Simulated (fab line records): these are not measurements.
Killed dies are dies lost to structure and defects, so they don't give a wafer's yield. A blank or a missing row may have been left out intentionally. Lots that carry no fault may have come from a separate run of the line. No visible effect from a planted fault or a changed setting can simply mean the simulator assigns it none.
Lot-split experiment + flow sky130 + on a route of 708 steps: 5 lots, 27 wafers read

## SPLIT DETAILS
At SKY_LI_CONTACT_SPUTTER_19 (material Ti, target thk 20 nm, time 106.37 s), the setting timeS was moved away from the recipe's 106.37 s on 6 of the 27 wafers read, by +21.8% to +29.6%. All remaining wafers had this setting at the recipe value.

The reading comes from the split's own step.

## THE READING
Ti_of_LI_CONTACT_SPUTTER_19.thkNm (the simulator's own value, which no gauge read), in nm, at SKY_LI_CONTACT_SPUTTER_19 (material Ti, target thk 20 nm, time 106.37 s). No usual value for it is given in the file. Here, 21 wafers ran the recipe; their average is 20.08 nm with a standard deviation of 0.21 nm.

| wafer  | tool, chamber at the split | timeS as run, s | against the recipe | Ti_of_LI_CONTACT_SPUTTER_19.thkNm, nm | against lot-mates on the recipe |
|--------|----------------------------|-----------------|--------------------|---------------------------------------|---------------------------------|
| L075.1 | pvdSputter-02, -           | 106.37          | recipe             | 20.02                                 | -                               |
| L075.2 | pvdSputter-02, -           | 106.37          | recipe             | 19.98                                 | -                               |
| L075.3 | pvdSputter-02, -           | 106.37          | recipe             | 19.84                                 | -                               |
| L075.4 | pvdSputter-02, -           | 106.37          | recipe             | 20.16                                 | -                               |
| L075.5 | pvdSputter-02, -           | 106.37          | recipe             | 19.99                                 | -                               |
| L075.6 | pvdSputter-02, -           | 106.37          | recipe             | 19.94                                 | -                               |
| L076.1 | pvdSputter-02, -           | 106.37          | recipe             | 20.21                                 | -                               |
| L076.4 | pvdSputter-02, -           | 106.37          | recipe             | 19.99                                 | -                               |
| L076.5 | pvdSputter-02, -           | 106.37          | recipe             | 19.97                                 | -                               |
| L079.1 | pvdSputter-04, -           | 106.37          | recipe             | 20.01                                 | -                               |
| L079.2 | pvdSputter-04, -           | 137.9           | +29.6%             | 26.44                                 | +6.07                           |
| L079.3 | pvdSputter-04, -           | 137.9           | +29.6%             | 26.07                                 | +5.70                           |
| L079.4 | pvdSputter-04, -           | 137.9           | +29.6%             | 26.25                                 | +5.88                           |
| L079.5 | pvdSputter-04, -           | 106.37          | recipe             | 20.46                                 | -                               |
| L079.6 | pvdSputter-04, -           | 106.37          | recipe             | 20.65                                 | -                               |
| L081.1 | pvdSputter-01, -           | 129.6           | +21.8%             | 24.82                                 | +4.57                           |
| L081.2 | pvdSputter-01, -           | 106.37          | recipe             | 20.27                                 | -                               |
| L081.6 | pvdSputter-01, -           | 106.37          | recipe             | 20.27                                 | -                               |
| L081.3 | pvdSputter-01, -           | 129.6           | +21.8%             | 24.71                                 | +4.46                           |
| L081.4 | pvdSputter-01, -           | 106.37          | recipe             | 20.21                                 | -                               |
| L081.5 | pvdSputter-01, -           | 129.6           | +21.8%             | 24.5                                  | +4.25                           |
| L083.1 | pvdSputter-04, -           | 106.37          | recipe             | 19.7                                  | -                               |
| L083.2 | pvdSputter-04, -           | 106.37          | recipe             | 19.92                                 | -                               |
| L083.3 | pvdSputter-04, -           | 106.37          | recipe             | 20.12                                 | -                               |
| L083.4 | pvdSputter-04, -           | 106.37          | recipe             | 20.01                                 | -                               |
| L083.5 | pvdSputter-04, -           | 106.37          | recipe             | 20.08                                 | -                               |
| L083.6 | pvdSputter-04, -           | 106.37          | recipe             | 19.83                                 | -                               |

FIT RESULTS
A straight line over all 27 wafers: Ti_of_LI_CONTACT_SPUTTER_19.thkNm changes by +0.209 nm for each +1% of timeS; r = +1.00; the points scatter about the line by 0.21 nm.
The same after taking each lot's own level away (the mean of its wafers on the recipe; 27 wafers): +0.2 nm for each +1%; r = +1.00; scatter 0.15 nm.
Per that fit: largest timeS move, reading shift of 5.9 nm.
The lots' own levels span 19.943 to 20.373 nm, that is 2.0 times the standard deviation above.
So the lot-to-lot level changes the slope little: the two slopes agree.
Check: +5.89 nm against its lot-mates is what the line predicts for one of the wafers moved furthest among these (+29.6%) when that wafer is left out of the fit. It came out at +6.07 nm against them.

## THE OTHER SPLITS THESE WAFERS WENT THROUGH
Before the reading, these wafers also passed through other splits. Each is held against what the fit with the lots' levels taken away leaves over:
| other split on the same wafers        | wafers away from the commonest value | r with Ti_of_LI_CONTACT_SPUTTER_19.thkNm (lot level and that fit taken away) |
|---------------------------------------|--------------------------------------|------------------------------------------------------------------------------|
| SKY_SONOS_ONO_ETCH_15 timeS           | 9                                    | -0.16                                                                        |
| SKY_POLY_GATE_DEVELOP_12 developTimeS | 6                                    | +0.14                                                                        |
| SKY_POLY_CUT_DEVELOP_07 developTimeS  | 6                                    | -0.50                                                                        |

## THE FILE'S OWN FIT
Ti_of_LI_CONTACT_SPUTTER_19.thkNm changes by +0.2 nm for each +1% of timeS, r = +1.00.
